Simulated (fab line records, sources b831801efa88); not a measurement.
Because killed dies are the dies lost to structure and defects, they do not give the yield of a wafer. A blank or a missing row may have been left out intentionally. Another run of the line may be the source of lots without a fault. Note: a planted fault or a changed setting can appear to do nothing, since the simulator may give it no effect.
A struck lot beside a sound one :: flow gf180mcu :: 14 steps out of a route of 602
Sound: the wafers L234.1, L234.3, L234.6. Struck: wafers L246.1, L246.4, L246.5. The cause comes at the end.
Per side, at each step with rows, come the tool, then ch with its chambers, and then its first start. Under that, the readings that differ: sound wafers :: struck wafers :: difference of the means :: sigmas: that difference in standard deviations of wafers without a fault.
alike: a reading whose means differ by less than 2 such deviations, as well as words and numbers matching on both sides. not compared: withheld readings; readings where some wafer has no value; bounds like >300 that might hide an equal value; numbers whose values overlap and for which the record gives no deviation.
A row with sigmas, a row that says differs or no value, or rows on one side alone: a step with any of these is where the two part. When numbers do not overlap yet have no deviation, they are printed without sigmas and do not part them. Lack of a reading on every wafer of one side parts them only where that side has two or more wafers.

first, 4 steps without rows for these wafers: GF_HV_LDD_SOFTBAKE_42 (time 60 s); GF_HV_LDD_EXPOSE_43 (exposes mask Pplus HV AREA, target cd 400 nm); GF_HV_LDD_PEB_44; GF_HV_LDD_DEVELOP_45 (develop time 60 s).
GF_HV_LDD_CD_MEAS_46: target cd 400 nm.
  struck on cdSem-01, day 16 19:40; sound on cdSem-01, day 12 17:28
  alike: cdNm
GF_HV_LDD_OVL_MEAS_47:
  struck on overlay-01, day 16 19:47; sound on overlay-01, day 12 17:35
  alike: HV_LDD_03_OVL
following that, these wafers have no rows for 1 step: GF_HV_LDD_IMPLANT_48.
GF_HV_LDD_STRIP_49: strips in O2/N2.
  sound on plasmaAsher-04 ch 0,1, day 12 17:47; struck on plasmaAsher-01 ch 0,1, day 16 19:59
  alike: drypumpMotorCurrentA, heaterPowerW, n2FlowSccm, oesProductAu, stripTimeToEndpointS
  not compared: rfHoursCounterH
GF_HV_LDD_TW_MEAS_50:
  struck on filmMetro-01, day 16 20:05; sound on filmMetro-01, day 12 17:53
  alike: HV_LDD_4_TW
then, 1 step without rows for these wafers: GF_HV_LDD_CLEAN_51 (cleans in SC1/SC2, time 150 s).
GF_HV_LDD_RTA_52: time 10 s.
  sound on rtpAnneal-01 ch 0, day 12 17:59; struck on rtpAnneal-01 ch 0, day 16 20:11
  alike: lampPowerPct, wafer_temp_C_max
GF_HV_LDD_RS_MEAS_53: uses a four-point probe to measure.
  struck on filmMetro-01, day 16 20:16; sound on filmMetro-04, day 12 18:04
  alike: HV_LDD_RS
GF_HV_LDD_CVD_54: deposits SiO2 from TEOS, target thk 10 nm, time 75 s.
  sound on lpcvd-01 ch 1, day 12 18:11; struck on lpcvd-01 ch 0, day 16 20:23
  no value came back on the struck wafers for pressureMtorr (mTorr), spikeTcBottomC (C), spikeTcCentreC (C), zonePowerLowerPct (%); on the sound wafers pressureMtorr (mTorr) reads 402.0 399.8 402.1
then, 1 step without rows for these wafers: GF_HV_LDD_CVD_56 (deposits Si3N4 from DCS/NH3, target thk 90 nm, time 1543 s).

## WHERE THEY PART
At GF_HV_LDD_CVD_54 and nowhere else, as far as this record goes.

WHY: what the simulator had put in
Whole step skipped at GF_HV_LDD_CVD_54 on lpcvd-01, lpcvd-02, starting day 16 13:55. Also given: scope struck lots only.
